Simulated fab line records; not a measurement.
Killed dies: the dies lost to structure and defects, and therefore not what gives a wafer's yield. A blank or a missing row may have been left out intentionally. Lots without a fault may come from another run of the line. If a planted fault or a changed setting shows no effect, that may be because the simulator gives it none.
Code-filled problem report in 8D (eight disciplines) form    flow sky130    the parts of the form that need people (team, actions taken, sign-off) are left out

## 1. THE PROBLEM
Wafers without a fault read 170.3 nm, standard deviation 1.2; cd nm at SKY_LI_CONTACT_CD_MEAS_12 reads a mean of 121.8 nm on 4 wafers belonging to 3 lots. Measured from the usual mean, that is -40 standard deviations.
The step: target cd 170 nm.
Seen first at day 36 11:19 on cd sem-01, wafer L733.1. The record has a number at this step for 36 wafers belonging to 13 lots. The rule behind "out" and "out of limits": a value lying over 4 standard deviations away from the usual mean. Any other wafer with a number is counted as sound.

## 2. WHAT IT IS AND WHAT IT IS NOT
question                     is                              is not
which readings at this step  cd nm                           -
which lots                   L733, L734, L735                L714, L718, L719, L722, L723, L724, L726, L727, L729, L732
which wafers of those lots   L733.1, L734.1, L735.1, L735.6  L733.2, L734.2
read on which gauges         cd sem-01, cd sem-02            -
when                         from day 36 11:19               up to then (31 sound wafers); but 1 sound wafer of L734 came after

## 3. WHAT RULES OUT EACH SUSPECT
Counting: any tool at a process step up to the reading remains a suspect provided it ran every lot that is out. Sound lots after the first of them don't rule it out here, since some wafers of a struck lot are sound.
- the gauge at SKY_LI_CONTACT_CD_MEAS_12 has been ruled out. The wafers that are out were read on 2 gauges (cd sem-01, cd sem-02).
- krf scanner-01 at SKY_LI_CONTACT_EXPOSE_09 (exposes mask LICM1, target cd 170 nm): kept. Ran every lot that is out, first one L733 (day 35 22:13); last sound lot up to then L732 (day 35 06:04).
After counting, what remains is krf scanner-01 at SKY_LI_CONTACT_EXPOSE_09.

## 4. THE CAUSE (what the simulator had put in)
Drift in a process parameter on krf scanner-01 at SKY_LI_CONTACT_EXPOSE_09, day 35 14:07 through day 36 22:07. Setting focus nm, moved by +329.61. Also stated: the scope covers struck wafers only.
The count eliminated every tool but this one.

## 5. SEQUENCE OF EFFECTS, ordered by route
Rows list readings where the struck wafers' mean (over those with a number) sits beyond 3 standard deviations from the usual. Scope: only readings with a usual standard deviation given in the record; hours: median across lots of the time from each lot's start at the first step in this table that gives one to its start at this step; sigmas: change in usual standard deviations.
hours  step                       reading             usual     on struck wafers  change  sigmas
0      SKY_LI_CONTACT_CD_MEAS_12  cd nm               170.3 nm  121.8             -48.5   -40
349    SKY_PAD_OPEN_PROBE_99      killed at contacts  25        432               +407    +75
349    SKY_PAD_OPEN_PROBE_99      killed dies         87        492               +405    +47
349    SKY_PAD_OPEN_PROBE_99      killed on rim       17        96                +79     +23
Its process steps:
- SKY_PAD_OPEN_PROBE_99

## 6. WHAT WOULD HAVE CAUGHT IT SOONER
21 hours passed between the start of the fault at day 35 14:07 and the first reading out of limits at a measuring or inspecting step in this record, taken at day 36 11:19.
Tool readings at SKY_LI_CONTACT_EXPOSE_09 with a usual standard deviation given in the record: none out on any struck wafer, hence no alarm at a limit of 4 standard deviations on them.
The start of SKY_LI_CONTACT_EXPOSE_09 on krf scanner-01 came by day 36 11:19 for every one of the lots that are out (3). None of them would have been spared by holding the tool at that moment.
